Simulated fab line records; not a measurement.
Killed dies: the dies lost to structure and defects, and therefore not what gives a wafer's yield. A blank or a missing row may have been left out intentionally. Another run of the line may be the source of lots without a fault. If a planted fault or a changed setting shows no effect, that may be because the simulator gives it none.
8D (eight disciplines) problem report, filled in by code ; flow sky130 ; the parts of the form that need people (team, actions taken, sign-off) are left out

1. THE ISSUE
Wafers without a fault read 43, standard deviation 6.9; killed_at_M0_to_M3 at SKY_PAD_OPEN_PROBE_99 reads a mean of 458 on 6 wafers belonging to 2 lots. Measured from the usual mean, that is +60 standard deviations.
First seen on wafer L997.2, day 49 00:31, on prober-02. Wafers with a number at this step in the record: 18, from 6 lots. The rule behind "out" and "out of limits": a value lying over 4 standard deviations away from the usual mean. All remaining wafers that have a number are taken as sound.

2. WHAT IT IS, WHAT IT ISN'T
question;is;is not
which readings at this step;killed_at_M0_to_M3, defect_limited_yield, killed_dies, killed_on_rim, sort_bin_5_function, sort_n_pass, sort_yield_pct;killed_at_M4_up, killed_at_front_end, killed_at_other, killed_short, sort_bin_6_memory
which lots;L997, L998;L102, L103, L992, L993
which wafers of those lots;all that have a number;-
read on which tools;prober-01, prober-02;-
when;from day 49 00:31;"up to then (6 sound wafers); but 6 sound wafers of L102, L103 came after"

3. SUSPECTS, AND WHAT RULES EACH OUT
Counting: any tool at a process step up to the reading is kept as a suspect provided that every lot that is out went through it and no sound lot did after the first of them.
- pvd_sputter-04 at SKY_METAL3_SPUTTER_02 (material AlCu, target thk 735 nm, time 39.1 s): ruled out as a lasting fault. Following L997 (day 40 11:19), the first lot on it that is out, the sound lots L103 were run on it.
- pvd_sputter-04 at SKY_METAL3_SPUTTER_04 (material TiN, target thk 70 nm, time 58.3 s): ruled out as a lasting fault. Following L997 (day 40 11:23), the first lot on it that is out, the sound lots L103 were run on it.
- pvd_sputter-01 at SKY_CAPM_SPUTTER_02 (material TiN, target thk 200 nm, time 166.7 s): ruled out as a lasting fault. Following L997 (day 40 11:31), the first lot on it that is out, the sound lots L102, L103 were run on it.
Left after counting: nothing in the record.

4. THE CAUSE (what the simulator had put in)
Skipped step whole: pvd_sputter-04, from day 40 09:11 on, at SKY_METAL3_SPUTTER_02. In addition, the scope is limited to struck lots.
It was ruled out by counting, in error; the rule expects a fault to strike all lots run on its tool from its start on, and this fault did not.

5. SEQUENCE OF EFFECTS, ordered by route
One row per reading whose mean, taken over the struck wafers that have a number, lies over 3 standard deviations from the usual. Only readings for which the record gives a usual standard deviation are gone through. hours: the time from each lot's start at the first step in this table that gives one to its start at this step, as a median over the lots. sigmas: the change in usual standard deviations.
hours;step;reading;usual;on struck wafers;change;sigmas
0;SKY_PAD_OPEN_PROBE_99;defect_limited_yield;82.6 %;0.0;-82.6;-43
0;SKY_PAD_OPEN_PROBE_99;killed_at_M0_to_M3;43;458;+415;+60
0;SKY_PAD_OPEN_PROBE_99;killed_dies;85;492;+407;+43
0;SKY_PAD_OPEN_PROBE_99;killed_on_rim;16;96;+80;+22
0;SKY_PAD_OPEN_PROBE_99;sort_bin_5_function;10.2 %;93.0;+82.8;+52
0;SKY_PAD_OPEN_PROBE_99;sort_n_pass;407;0;-407;-43
0;SKY_PAD_OPEN_PROBE_99;sort_yield_pct;82.6 %;0.0;-82.6;-43
Here are the process steps it includes:
- SKY_PAD_OPEN_PROBE_99
Readings that are blank on the struck wafers while sound wafers have them: cathode_dc_power_W at SKY_METAL3_SPUTTER_02; chamber_pressure_pa at SKY_METAL3_SPUTTER_02; throttle_valve_pct at SKY_METAL3_SPUTTER_02.

6. WHAT WOULD HAVE CAUGHT IT SOONER
First out-of-limits reading in this record: day 49 00:31, which is 207 hours after fault onset at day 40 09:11.
At SKY_METAL3_SPUTTER_02 the tool's readings are blank on the struck wafers, where sound wafers have them: an empty tool record is the first sign, and it was there at once.
